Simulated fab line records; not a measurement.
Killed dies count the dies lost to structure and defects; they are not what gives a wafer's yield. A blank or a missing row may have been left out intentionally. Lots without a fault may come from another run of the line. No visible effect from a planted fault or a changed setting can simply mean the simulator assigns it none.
Which tool did it? | flow gf180mcu | 6 lots, 18 wafers sampled, at 3 steps of a route of 602

## WHAT THE GAUGES SHOWED, per wafer
GF_M1_CD_MEAS_14: the cd target is 230 nm.
lot  | measured     | on        | cd-nm (nm)
L617 | day 17 20:35 | cd-sem-02 | 229.9 230.8 231.0
L622 | day 20 00:11 | cd-sem-02 | 231.8 230.0 230.1
L628 | day 22 01:50 | cd-sem-01 | 231.4 229.7 231.3
L632 | day 23 05:02 | cd-sem-02 | 228.2 229.6 228.8
L636 | day 24 09:40 | cd-sem-01 | 212.1 213.4 212.1
L638 | day 25 06:04 | cd-sem-02 | 231.7 231.8 231.9

## EACH LOT AND THE TOOL THAT RAN IT (in order: tool; ch and the chambers of the sampled wafers; start)
lot  | GF_M1_SPUTTER_00             | GF_M1_PEB_12
L617 | pvd-sputter-02, day 16 20:55 | litho-track-02 ch 0, day 17 20:16
L622 | pvd-sputter-02, day 18 23:16 | litho-track-03 ch 0, day 19 23:50
L628 | pvd-sputter-02, day 21 01:50 | litho-track-04 ch 0, day 22 01:29
L632 | pvd-sputter-02, day 22 05:40 | litho-track-04 ch 0, day 23 04:41
L636 | pvd-sputter-02, day 23 11:44 | litho-track-04 ch 0, day 24 09:20
L638 | pvd-sputter-03, day 24 08:22 | litho-track-02 ch 0, day 25 05:43
- GF_M1_SPUTTER_00: material Ti, target thk 37.5 nm, time 150 s.
- GF_M1_PEB_12: peb time 90 s.

## THE ANSWER, worked out from the rows above alone
Rule: usual is defined by the lots themselves. Put in order of their means at a reading, lots are off if they are a third of the lots or fewer, leave a main group of 4 or more, and stand apart from it by a gap of 3 or more times the standard deviation of the main group's means; of several such gaps the widest counts. The tables above print the reading to a certain number of digits; a main group whose means all agree to those digits is not used. A lot without any number at a reading at which 4 lots or more have one is off too. Where the step has rows for the other lots, those lots are counted as sound.
Off: L636 (GF_M1_CD_MEAS_14, cd-nm). For the main group the mean is 230.5 nm and the standard deviation 0.94.
A tool fits if, at a process step before that reading, it ran every lot that is off, and no sound lot after the first of them. The gauges at GF_M1_CD_MEAS_14 are tried like those tools. Can't be told from this: 3 tools fit, pvd-sputter-02 at GF_M1_SPUTTER_00, litho-track-04 at GF_M1_PEB_12, cd-sem-01 at GF_M1_CD_MEAS_14.

## WHAT THE SIMULATOR HAD PUT IN
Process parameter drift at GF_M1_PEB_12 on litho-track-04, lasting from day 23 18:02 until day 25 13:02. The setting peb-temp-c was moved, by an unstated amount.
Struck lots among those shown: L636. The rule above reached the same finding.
